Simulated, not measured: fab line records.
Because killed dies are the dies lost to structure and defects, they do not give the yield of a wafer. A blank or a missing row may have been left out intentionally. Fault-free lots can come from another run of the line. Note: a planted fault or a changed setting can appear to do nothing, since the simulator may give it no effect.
fab line records	flow sky130
record lots=5	wafers=15	last-day=50
route steps=708 shown GATE_OXIDE@202 POLY_GATE@204 RES_PROTECT@206
lots untouched by any fault: they come from a run of this same line in which no faults occurred
start-h: the number of hours between the record's first day and the start of the first shown wafer of the lot	wait-h: hours elapsed since this lot's preceding step	" same as the row above	L1.1+2: a single row standing in for several wafers	- no value, or no start given	* or withheld: withheld	< > ~ a bound
route shown NAME@n: NAME is a module with steps in the file, n the number in the route of the first one	usual: mean and standard deviation over wafers with no fault	same: alike in all rows	chamber/n: place in a boat	sites: per-site readings	_std_site: the values' standard deviation	_edge_site: outer sites' mean less inner sites'	radius-mm: how far each site lies from the wafer's centre	mask NAME#n: copy n	behind: the last tool/chamber to shape the wafer	hold: why the lot was held/for how many hours/how that ended	device: transistor that didn't switch, given as n, p or np	end of line: the tests these same wafers got at the end of their route	for a step that has no rows: nothing shown but its recipe	killed: count of dies lost to structure and defects at first sort (not the wafer's yield)	map: dies across one wafer; x = killed, . = not, _ = none there
set.NAME: the run value of the setting; set.NAME@STEP: its run value at that earlier step	model.NAME: the simulator's own value behind a step, which no gauge read
a table for each step, a row for each wafer; lots at some steps of the route
services: the hour from which a tool's chamber was out of use, counted from the record's first day as start-h (under 0 if before that day), plus the number of hours and why
## steps
# step SKY_GATE_OXIDE_CLEAN_15
# recipe chemistry=SC1/SC2	mix=1:4:20	temp-c=70	time-s=150	dry=n2-spin
# same time-s=150
lot.wafer	tool	chamber	start-h	wait-h
L074.4+5+6	wet-bench-04	0	300.74	0.0
L081.2+3+6	wet-bench-04	0	369.68	0.0
L095.1+3+4	wet-bench-02	0	486.71	0.1
L094.1+2+4	wet-bench-03	3	492.84	0.1
L097.1+4+6	wet-bench-04	1	502.89	0.1
# step SKY_GATE_OXIDE_OXIDATION_16
# recipe temp-c=800	ambient=O2	idle-temp-c=700	ramp-up-c-per-min=10	ramp-down-c-per-min=3	stabilise-s=600	purge-s=300	target-thk-a=35.7	ox-time-s=1915
# usual spike-tc-top-C=813.0/1.7	tube-center-temp-C=800.01/0.069	tube_center_temp_C_max=802.1/0.32
lot.wafer	tool	chamber	start-h	wait-h	spike-tc-top-C	tube-center-temp-C	tube_center_temp_C_max
L074.4	furnace-02	0	302.41	1.6	812.7	800.09	801.9
L074.5	"	0	"	"	809.8	799.91	802.0
L074.6	"	0	"	"	811.2	800.13	801.9
L081.2	furnace-02	0	370.03	0.2	812.0	800.06	802.3
L081.3	"	0	"	"	810.6	799.99	802.2
L081.6	"	0	"	"	810.8	800	802.1
L095.1	furnace-01	0	486.76	0.0	815.6	800.13	802.1
L095.3	"	0	"	"	814.4	799.95	801.5
L095.4	"	0	"	"	813.5	800.06	801.8
L094.1	furnace-01	0	492.89	0.0	813.2	799.99	801.8
L094.2	"	0	"	"	815.0	800.11	801.8
L094.4	"	0	"	"	813.4	799.91	802.2
L097.1	furnace-02	0	502.94	0.0	810.8	799.91	802.2
L097.4	"	0	"	"	809.9	799.92	802.0
L097.6	"	0	"	"	811.5	799.96	801.9
# step SKY_POLY_GATE_CVD_00
# recipe material=poly-Si	target-thk-nm=180	temp-c=620	time-s=720	pressure-mtorr=200
# usual spike-tc-top-C=638.0/1
# same time-s=720
lot.wafer	tool	chamber	start-h	wait-h	spike-tc-top-C
L074.4	lpcvd-01	0	303.94	0.0	639.4
L074.5	"	0	"	"	637.8
L074.6	"	0	"	"	637.5
L081.2	lpcvd-01	0	371.56	0.0	638.0
L081.3	"	0	"	"	639.1
L081.6	"	0	"	"	637.6
L095.1	lpcvd-01	1	488.30	0.0	638.4
L095.3	"	1	"	"	638.7
L095.4	"	1	"	"	638.4
L094.1	lpcvd-01	1	494.42	0.0	638.6
L094.2	"	1	"	"	639.6
L094.4	"	1	"	"	638.1
L097.1	lpcvd-01	1	504.47	0.0	639.0
L097.4	"	1	"	"	636.0
L097.6	"	1	"	"	638.4
# step SKY_POLY_GATE_THK_MEAS_01
# recipe reads=poly-Si_of_POLY_GATE_CVD_00
# usual POLY_GATE_CVD_00_THK=180.6/1.5
lot.wafer	tool	chamber	start-h	wait-h	POLY_GATE_CVD_00_THK[nm]
L074.4	film-metro-04	-	305.17	0.0	180.4
L074.5	"	-	"	"	180.3
L074.6	"	-	"	"	179.5
L081.2	film-metro-04	-	372.77	0.0	180.5
L081.3	"	-	"	"	180.3
L081.6	"	-	"	"	181.4
L095.1	film-metro-03	-	489.50	0.0	178.9
L095.3	"	-	"	"	177.0
L095.4	"	-	"	"	179.6
L094.1	film-metro-02	-	495.62	0.0	180.5
L094.2	"	-	"	"	179.2
L094.4	"	-	"	"	180.0
L097.1	film-metro-04	-	505.67	0.0	181.3
L097.4	"	-	"	"	181.1
L097.6	"	-	"	"	179.5
# step SKY_RES_PROTECT_DEHYDRATE_00
# recipe temp-c=200	time-s=60
# usual exhaust-pa=44.8/0.97
# same time-s=60
lot.wafer	tool	chamber	start-h	wait-h	exhaust-pa
L074.4	litho-track-01	0	316.88	11.7	44.4
L074.5	"	0	"	"	45.0
L074.6	"	0	"	"	45.8
L081.2	litho-track-01	0	387.13	14.3	45.1
L081.3	"	0	"	"	44.7
L081.6	"	0	"	"	45.3
L095.1	litho-track-02	0	503.69	14.2	45.0
L095.3	"	0	"	"	44.9
L095.4	"	0	"	"	46.3
L094.1	litho-track-02	0	510.09	14.5	46.5
L094.2	"	0	"	"	45.2
L094.4	"	0	"	"	45.7
L097.1	litho-track-01	0	520.81	15.1	44.5
L097.4	"	0	"	"	44.2
L097.6	"	0	"	"	46.5
# step SKY_RES_PROTECT_HMDS_01
# recipe prime-time-s=60	prime-temp-c=120
# usual exhaust-pa=45.0/0.82	prime-temp-c=120.01/0.14
lot.wafer	tool	chamber	start-h	wait-h	exhaust-pa	prime-temp-c
L074.4	litho-track-01	0	317.03	0.1	44.3	119.89
L074.5	"	0	"	"	45.5	120.24
L074.6	"	0	"	"	44.2	120.27
L081.2	litho-track-01	0	387.28	0.1	44.2	120.02
L081.3	"	0	"	"	44.8	120.17
L081.6	"	0	"	"	44.4	119.98
L095.1	litho-track-02	0	503.84	0.1	44.8	119.65
L095.3	"	0	"	"	46.4	119.97
L095.4	"	0	"	"	46.4	119.73
L094.1	litho-track-02	0	510.24	0.1	45.3	120.11
L094.2	"	0	"	"	44.7	120.02
L094.4	"	0	"	"	47.2	120.03
L097.1	litho-track-01	0	520.96	0.1	44.5	120.11
L097.4	"	0	"	"	45.3	120.05
L097.6	"	0	"	"	45.0	120.17
# step SKY_RES_PROTECT_COAT_02
# recipe resist=NOVOLAK	spin-rpm=3000	resist-thk-nm=1140
# usual exhaust-pa=45.0/0.83
lot.wafer	tool	chamber	start-h	wait-h	exhaust-pa
L074.4	litho-track-01	0	317.18	0.1	46.2
L074.5	"	0	"	"	47.0
L074.6	"	0	"	"	46.7
L081.2	litho-track-01	0	387.43	0.1	46.3
L081.3	"	0	"	"	46.0
L081.6	"	0	"	"	44.5
L095.1	litho-track-02	0	503.99	0.1	45.4
L095.3	"	0	"	"	44.9
L095.4	"	0	"	"	45.7
L094.1	litho-track-02	0	510.39	0.1	45.6
L094.2	"	0	"	"	45.3
L094.4	"	0	"	"	44.7
L097.1	litho-track-01	0	521.11	0.1	45.1
L097.4	"	0	"	"	44.7
L097.6	"	0	"	"	45.3
# step SKY_RES_PROTECT_SOFTBAKE_03
# recipe temp-c=90	time-s=60	resist=NOVOLAK
# usual exhaust-pa=45.1/0.8
# same time-s=60
lot.wafer	tool	chamber	start-h	wait-h	exhaust-pa
L074.4	litho-track-01	0	317.33	0.1	45.2
L074.5	"	0	"	"	45.3
L074.6	"	0	"	"	44.2
L081.2	litho-track-01	0	387.58	0.1	44.6
L081.3	"	0	"	"	44.8
L081.6	"	0	"	"	43.8
L095.1	litho-track-02	0	504.14	0.1	43.6
L095.3	"	0	"	"	45.5
L095.4	"	0	"	"	45.1
L094.1	litho-track-02	0	510.54	0.1	44.9
L094.2	"	0	"	"	44.4
L094.4	"	0	"	"	44.9
L097.1	litho-track-01	0	521.26	0.1	46.0
L097.4	"	0	"	"	45.6
L097.6	"	0	"	"	47.2
# step SKY_RES_PROTECT_EXPOSE_04
# recipe mask-id=RPM	na=0.6	source-shape=conventional	sigma-outer=0.6	polarization=unpolarized	target-cd-nm=1270	dose-mj=131
# same sigma-outer=0.6
lot.wafer	tool	chamber	start-h	wait-h	mask
L074.4+5+6	iline-stepper-01	0	-	-	RPM#0
L081.2+3+6	iline-stepper-02	0	-	-	RPM#0
L095.1+3+4	iline-stepper-02	0	-	-	RPM#0
L094.1+2+4	iline-stepper-01	0	-	-	RPM#0
L097.1+4+6	iline-stepper-02	0	-	-	RPM#0
# step SKY_RES_PROTECT_PEB_05
# recipe temp-c=withheld	time-s=*	resist=NOVOLAK
# usual exhaust-pa=45.1/0.88
# same time-s=*
lot.wafer	tool	chamber	start-h	wait-h	exhaust-pa
L074.4	litho-track-04	0	-	-	45.9
L074.5	"	0	"	"	46.0
L074.6	"	0	"	"	46.2
L081.2	litho-track-01	0	-	-	46.6
L081.3	"	0	"	"	46.3
L081.6	"	0	"	"	45.6
L095.1	litho-track-04	0	-	-	45.9
L095.3	"	0	"	"	45.9
L095.4	"	0	"	"	45.4
L094.1	litho-track-04	0	-	-	44.5
L094.2	"	0	"	"	46.0
L094.4	"	0	"	"	44.2
L097.1	litho-track-04	0	-	-	46.2
L097.4	"	0	"	"	46.2
L097.6	"	0	"	"	45.3
# step SKY_RES_PROTECT_DEVELOP_06
# recipe resist=NOVOLAK	developer=TMAH	develop-time-s=60	dev-temp-c=23
# usual exhaust-pa=44.7/0.84
lot.wafer	tool	chamber	start-h	wait-h	exhaust-pa
L074.4	litho-track-04	0	330.83	0.1	44.7
L074.5	"	0	"	"	44.1
L074.6	"	0	"	"	44.1
L081.2	litho-track-01	0	401.83	0.1	42.9
L081.3	"	0	"	"	45.2
L081.6	"	0	"	"	43.8
L095.1	litho-track-04	0	519.51	0.1	44.7
L095.3	"	0	"	"	44.3
L095.4	"	0	"	"	44.7
L094.1	litho-track-04	0	525.26	0.1	45.8
L094.2	"	0	"	"	45.0
L094.4	"	0	"	"	43.9
L097.1	litho-track-04	0	535.61	0.1	46.4
L097.4	"	0	"	"	44.6
L097.6	"	0	"	"	45.2
# step SKY_POLY_GATE_IMPLANT_02
# recipe species=P	energy-kev=30	dose-cm2=7.7e+15	tilt-deg=0
# usual beam-on-s=36/4.1	end-station-pressure-torr=1.08e-05/1.1e-06
lot.wafer	tool	chamber	start-h	wait-h	beam-on-s	end-station-pressure-torr
L074.4	implanter-03	0	330.98	0.1	32	1.15e-05
L074.5	"	0	"	"	33	1.25e-05
L074.6	"	0	"	"	32	1.14e-05
L081.2	implanter-02	0	401.98	0.1	35	1.1e-05
L081.3	"	0	"	"	34	1.12e-05
L081.6	"	0	"	"	35	1.14e-05
L095.1	implanter-04	0	519.66	0.1	42	9e-06
L095.3	"	0	"	"	42	9.6e-06
L095.4	"	0	"	"	41	9.5e-06
L094.1	implanter-03	0	525.41	0.1	34	1.1e-05
L094.2	"	0	"	"	32	1.17e-05
L094.4	"	0	"	"	32	1.09e-05
L097.1	implanter-03	0	535.76	0.1	32	1.13e-05
L097.4	"	0	"	"	33	1.07e-05
L097.6	"	0	"	"	33	1.24e-05
## services
tool	chamber	start-h	hours	kind
furnace-02	-	276.74	2.7	repair
iline-stepper-01	-	277.87	2.1	pm
implanter-03	-	281.23	3.5	repair
implanter-03	-	287.48	3.6	pm
implanter-02	-	300.30	0.6	repair
furnace-01	-	318.80	2.4	pm
implanter-03	-	333.57	0.6	repair
iline-stepper-01	-	341.64	29.1	repair
implanter-02	-	358.46	6.0	pm
iline-stepper-01	-	370.71	4.4	pm
lpcvd-01	-	373.67	1.4	repair
furnace-02	-	382.06	1.8	pm
implanter-02	-	392.49	4.1	repair
implanter-03	-	396.57	4.8	repair
furnace-01	-	399.95	3.3	pm
wet-bench-04	-	405.88	3.0	repair
furnace-02	-	420.76	4.1	pm
iline-stepper-01	-	433.33	0.6	repair
implanter-03	-	453.07	2.7	repair
furnace-02	-	457.63	2.5	pm
implanter-03	-	458.64	1.1	repair
iline-stepper-01	-	474.02	1.7	pm
iline-stepper-02	-	499.30	1.7	pm
iline-stepper-02	-	523.04	9.7	repair
## key
fault none
